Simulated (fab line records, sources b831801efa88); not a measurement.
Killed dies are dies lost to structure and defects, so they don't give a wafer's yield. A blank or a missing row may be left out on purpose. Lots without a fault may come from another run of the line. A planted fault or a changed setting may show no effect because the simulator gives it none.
Chamber matching | flow sky130 | SKY_VIA4_ETCH_12 on rie_diel-04: 4 sister chambers
The step etches SiO2 in C4F8/O2/Ar, stops on TiN, target depth 580 nm. 14 wafers are shown with their chamber, then 7 later ones without.

WAFERS WITH THEIR CHAMBER
wafer  | chamber | oes_product_au (a.u.)
L343.1 | 2       | 0.923
L343.3 | 0       | 0.928
L343.6 | 2       | 0.924
L346.1 | 2       | 0.926
L346.2 | 1       | 0.924
L346.5 | 0       | 0.917
L356.1 | 3       | 0.935
L356.3 | 2       | 0.927
L356.6 | 2       | 0.929
L361.2 | 1       | 0.923
L361.3 | 0       | 0.928
L361.4 | 2       | 0.935
L362.2 | 3       | 0.919
L362.5 | 1       | 0.926

SIGNATURES (means of the wafers above)
reading        | chamber 0 | chamber 1 | chamber 2 | chamber 3 | scatter within a chamber
oes_product_au | 0.92433   | 0.92433   | 0.92733   | 0.92700   | 0.00554
Rule: a wafer's distance from a chamber is the root of the sum, over the readings, of the square of ((its reading less the chamber's mean) divided by the reading's scatter). The wafer belongs to the nearest chamber; if the next one is less than 2 further off, it can't be placed. The scatter: the root of (the sum of the squares of (reading less its chamber's mean) over the shown wafers, divided by (wafers less chambers)).

WAFERS WITHOUT THEIR CHAMBER
wafer  | oes_product_au (a.u.)
L362.6 | 0.922
L363.1 | 0.935
L363.4 | 0.919
L363.5 | 0.925
L365.1 | 0.925
L365.5 | 0.926
L365.6 | 0.931

WHICH CHAMBER EACH WENT THROUGH
wafer  | from the rows above               | in truth
L362.6 | can't be placed: 0 or 1 or 3 or 2 | 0
L363.1 | can't be placed: 2 or 3 or 0 or 1 | 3
L363.4 | can't be placed: 0 or 1 or 3 or 2 | 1
L363.5 | can't be placed: 0 or 1 or 3 or 2 | 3
L365.1 | can't be placed: 0 or 1 or 3 or 2 | 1
L365.5 | can't be placed: 3 or 2 or 0 or 1 | 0
L365.6 | can't be placed: 2 or 3 or 0 or 1 | 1
Placed correctly: 0 of 7. Can't be placed from these rows: 7 (the true chamber is among the candidates in 7). Placed wrongly: 0.
